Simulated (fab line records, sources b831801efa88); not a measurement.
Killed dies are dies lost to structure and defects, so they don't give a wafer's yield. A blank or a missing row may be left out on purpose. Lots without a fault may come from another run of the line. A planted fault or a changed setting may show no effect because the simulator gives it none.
Which tool did it? | flow gf180mcu | 12 lots, 36 wafers sampled, at 5 steps of a route of 602

WHAT THE GAUGES READ, wafer by wafer
GF_M2_CD_MEAS_14: target cd 280 nm.
lot  | measured     | on        | cd_nm (nm)
L939 | day 19 08:00 | cd_sem-02 | 279.4 279.6 278.5
L940 | day 20 06:08 | cd_sem-02 | 279.5 279.7 280.1
L941 | day 20 15:00 | cd_sem-01 | 277.1 277.0 277.6
L942 | day 20 19:18 | cd_sem-02 | 281.3 281.3 280.5
L944 | day 21 15:33 | cd_sem-01 | 278.5 279.4 279.3
L943 | day 21 18:44 | cd_sem-02 | 279.3 280.8 280.2
L946 | day 22 03:58 | cd_sem-01 | 279.4 278.6 278.9
L945 | day 22 07:02 | cd_sem-01 | 279.6 279.0 279.8
L947 | day 22 12:08 | cd_sem-01 | 280.1 280.8 281.2
L948 | day 23 03:03 | cd_sem-01 | 280.4 280.5 280.0
L956 | day 25 11:40 | cd_sem-01 | 270.0 269.4 279.0
L960 | day 26 20:32 | cd_sem-02 | 280.7 280.6 280.0

GF_M2_OVL_MEAS_15.
lot  | measured     | on         | M2_OVL (nm)
L939 | day 19 08:07 | overlay-02 | 20 8 13
L940 | day 20 06:14 | overlay-01 | 2 -4 6
L941 | day 20 15:07 | overlay-01 | 2 -2 -3
L942 | day 20 19:25 | overlay-01 | -3 10 -2
L944 | day 21 15:40 | overlay-02 | -8 -2 -9
L943 | day 21 18:51 | overlay-02 | 6 3 11
L946 | day 22 04:02 | overlay-02 | 7 3 6
L945 | day 22 07:09 | overlay-01 | 4 8 8
L947 | day 22 12:13 | overlay-02 | -3 -3 0
L948 | day 23 03:10 | overlay-01 | -1 6 5
L956 | day 25 11:46 | overlay-01 | 0 4 0
L960 | day 26 20:39 | overlay-01 | 7 9 5

WHICH TOOL RAN EACH LOT (tool, then ch and the chambers of the sampled wafers, then the start)
lot  | GF_V1_SPUTTER_22             | GF_M2_SPUTTER_04             | GF_M2_EXPOSE_11
L939 | pvd_sputter-02, day 18 07:03 | pvd_sputter-01, day 18 07:52 | krf_scanner-02 ch 0, day 18 19:53
L940 | pvd_sputter-03, day 19 04:25 | pvd_sputter-01, day 19 05:14 | krf_scanner-01 ch 0, day 19 17:54
L941 | pvd_sputter-04, day 19 14:07 | pvd_sputter-03, day 19 14:56 | krf_scanner-01 ch 0, day 20 03:18
L942 | pvd_sputter-04, day 19 18:43 | pvd_sputter-01, day 19 19:32 | krf_scanner-01 ch 0, day 20 08:03
L944 | pvd_sputter-03, day 20 14:47 | pvd_sputter-03, day 20 15:36 | krf_scanner-01 ch 0, day 21 03:33
L943 | pvd_sputter-03, day 20 16:56 | pvd_sputter-02, day 20 18:44 | krf_scanner-02 ch 0, day 21 07:07
L946 | pvd_sputter-02, day 21 03:56 | pvd_sputter-03, day 21 04:44 | krf_scanner-02 ch 0, day 21 16:31
L945 | pvd_sputter-04, day 21 06:29 | pvd_sputter-01, day 21 07:17 | krf_scanner-01 ch 0, day 21 19:25
L947 | pvd_sputter-03, day 21 10:14 | pvd_sputter-01, day 21 13:20 | krf_scanner-01 ch 0, day 22 00:43
L948 | pvd_sputter-04, day 22 03:08 | pvd_sputter-01, day 22 03:56 | krf_scanner-01 ch 0, day 22 15:54
L956 | pvd_sputter-04, day 24 13:26 | pvd_sputter-03, day 24 14:16 | krf_scanner-01 ch 0, day 25 01:14
L960 | pvd_sputter-04, day 25 23:01 | pvd_sputter-03, day 25 23:49 | krf_scanner-02 ch 0, day 26 10:22
- GF_V1_SPUTTER_22: material TiN, target thk 10 nm, time 40 s.
- GF_M2_SPUTTER_04: material TiN, target thk 50 nm, time 41.7 s.
- GF_M2_EXPOSE_11: exposes mask Metal2, target cd 280 nm.

WHAT THE TOOLS THEMSELVES READ (means of the sampled wafers that have a number; where no wafer has one, the mark that the record gives instead)
GF_V1_SPUTTER_22.
lot  | tool           | throttle_valve_pct (%)
L939 | pvd_sputter-02 | 31.3
L940 | pvd_sputter-03 | 29.9
L941 | pvd_sputter-04 | 30.4
L942 | pvd_sputter-04 | 29.7
L944 | pvd_sputter-03 | 30.5
L943 | pvd_sputter-03 | 30.2
L946 | pvd_sputter-02 | 30.1
L945 | pvd_sputter-04 | 29.1
L947 | pvd_sputter-03 | 30.3
L948 | pvd_sputter-04 | 30.2
L956 | pvd_sputter-04 | 30.0
L960 | pvd_sputter-04 | 30.1

GF_M2_SPUTTER_04.
lot  | tool           | throttle_valve_pct (%)
L939 | pvd_sputter-01 | 29.6
L940 | pvd_sputter-01 | 29.6
L941 | pvd_sputter-03 | 30.0
L942 | pvd_sputter-01 | 29.6
L944 | pvd_sputter-03 | 30.4
L943 | pvd_sputter-02 | 29.5
L946 | pvd_sputter-03 | 30.5
L945 | pvd_sputter-01 | 29.7
L947 | pvd_sputter-01 | 29.5
L948 | pvd_sputter-01 | 29.4
L956 | pvd_sputter-03 | 29.7
L960 | pvd_sputter-03 | 30.9

GF_M2_EXPOSE_11.
lot  | tool           | exposure_dose_mJ_cm2
L939 | krf_scanner-02 | 27.95
L940 | krf_scanner-01 | 27.93
L941 | krf_scanner-01 | 27.95
L942 | krf_scanner-01 | 27.97
L944 | krf_scanner-01 | 28.01
L943 | krf_scanner-02 | 27.95
L946 | krf_scanner-02 | 27.96
L945 | krf_scanner-01 | 28.00
L947 | krf_scanner-01 | 28.00
L948 | krf_scanner-01 | 28.02
L956 | krf_scanner-01 | 27.98
L960 | krf_scanner-02 | 27.95

THE ANSWER, worked out from the rows above alone
Rule: what is usual is taken from the lots themselves. Put in order of their means at a reading, lots are off if they are a third of the lots or fewer, leave a main group of 4 or more, and stand apart from it by a gap of 3 or more times the standard deviation of the main group's means; of several such gaps the widest counts. A main group whose means are all the same, to the digits that the tables above print for the reading, isn't used. A lot without any number at a reading at which 4 lots or more have one is off too. The other lots that the step has rows for count as sound. The gauges are gone through in route order, then the tools' own readings, and for those a lot's mean is taken as printed above. The first step at which some lot is off is used, and at that step the reading that is off furthest; a lot without a number counts as furthest.
Off: L956, at GF_M2_CD_MEAS_14 (cd_nm). The main group: mean 279.7 nm, standard deviation 1.
A tool fits if, at a process step before that reading, it ran every lot that is off, and no sound lot after the first of them. The gauges at GF_M2_CD_MEAS_14 are tried like those tools. Can't be told from this: 2 tools fit, krf_scanner-01 at GF_M2_EXPOSE_11, cd_sem-01 at GF_M2_CD_MEAS_14.

WHAT THE SIMULATOR HAD PUT IN
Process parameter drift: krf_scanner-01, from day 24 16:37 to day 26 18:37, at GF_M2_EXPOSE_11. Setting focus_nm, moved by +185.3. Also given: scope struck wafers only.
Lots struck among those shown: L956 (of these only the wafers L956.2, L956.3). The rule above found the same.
